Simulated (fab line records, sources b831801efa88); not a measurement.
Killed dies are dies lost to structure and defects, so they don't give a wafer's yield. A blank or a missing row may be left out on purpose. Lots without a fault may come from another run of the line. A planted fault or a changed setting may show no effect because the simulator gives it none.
Which tool did it? | flow gf180mcu | 14 lots, 42 wafers sampled, at 2 steps of a route of 602

WHAT THE GAUGES READ, wafer by wafer
GF_M2_OVL_MEAS_15. Usual: M2_OVL -3 nm, standard deviation 5.7.
lot  | measured     | on         | M2_OVL (nm) | flag
L335 | day 19 12:46 | overlay-01 | -6 -2 -2    |
L336 | day 19 20:09 | overlay-02 | 0 -6 -8     |
L338 | day 20 16:29 | overlay-02 | -4 -10 -9   |
L339 | day 21 05:37 | overlay-02 | -1 0 -3     |
L340 | day 21 14:52 | overlay-01 | 0 1 2       |
L341 | day 21 19:49 | overlay-02 | -8 -11 -6   |
L344 | day 23 00:46 | overlay-01 | -1 -8 -2    |
L345 | day 23 11:46 | overlay-02 | -23 -4 -10  |
L346 | day 23 19:28 | overlay-01 | 6 5 2       |
L353 | day 25 21:37 | overlay-01 | 8 -5 2      |
L354 | day 26 01:43 | overlay-02 | 7 -1 5      |
L355 | day 26 10:31 | overlay-01 | 3 4 6       |
L356 | day 26 17:07 | overlay-02 | 8 -4 -1     |
L357 | day 27 06:22 | overlay-01 | -16 -13 -15 |

WHICH TOOL RAN EACH LOT (tool, then ch and the chambers of the sampled wafers, then the start)
lot  | GF_M2_SPUTTER_02
L335 | pvd_sputter-01, day 18 11:44
L336 | pvd_sputter-04, day 18 18:48
L338 | pvd_sputter-04, day 19 14:38
L339 | pvd_sputter-04, day 20 05:15
L340 | pvd_sputter-04, day 20 15:02
L341 | pvd_sputter-02, day 20 19:35
L344 | pvd_sputter-01, day 22 01:18
L345 | pvd_sputter-04, day 22 12:24
L346 | pvd_sputter-01, day 22 20:40
L353 | pvd_sputter-02, day 25 00:29
L354 | pvd_sputter-04, day 25 05:01
L355 | pvd_sputter-01, day 25 13:29
L356 | pvd_sputter-02, day 25 20:41
L357 | pvd_sputter-04, day 26 09:34
- GF_M2_SPUTTER_02: material AlCu, target thk 450 nm, time 23.9 s.

WHAT THE TOOLS THEMSELVES READ (means of the sampled wafers that have a number; where no wafer has one, the mark that the record gives instead)
GF_M2_SPUTTER_02. Usual: throttle_valve_pct 29.9 %, standard deviation 0.93.
lot  | tool           | throttle_valve_pct (%) | flag
L335 | pvd_sputter-01 | 28.9                   |
L336 | pvd_sputter-04 | 30.5                   |
L338 | pvd_sputter-04 | 30.6                   |
L339 | pvd_sputter-04 | 30.5                   |
L340 | pvd_sputter-04 | 30.6                   |
L341 | pvd_sputter-02 | 28.6                   |
L344 | pvd_sputter-01 | 29.2                   |
L345 | pvd_sputter-04 | 30.7                   |
L346 | pvd_sputter-01 | 28.9                   |
L353 | pvd_sputter-02 | 28.9                   |
L354 | pvd_sputter-04 | 30.4                   |
L355 | pvd_sputter-01 | 28.9                   |
L356 | pvd_sputter-02 | 29.3                   |
L357 | pvd_sputter-04 | 31.0                   |

THE ANSWER, worked out from the rows above alone
Rule: a lot is off if the mean of its wafers that have a number lies more than 3 standard deviations from the usual mean. A lot without any number at a reading at which 4 lots or more have one is off too. The other lots that the step has rows for count as sound. The gauges are gone through in route order, then the tools' own readings, and for those a lot's mean is taken as printed above. The first step at which some lot is off is used, and at that step the reading that is off furthest; a lot without a number counts as furthest.
No lot is off at any reading shown: from this, nothing can be told.

WHAT THE SIMULATOR HAD PUT IN
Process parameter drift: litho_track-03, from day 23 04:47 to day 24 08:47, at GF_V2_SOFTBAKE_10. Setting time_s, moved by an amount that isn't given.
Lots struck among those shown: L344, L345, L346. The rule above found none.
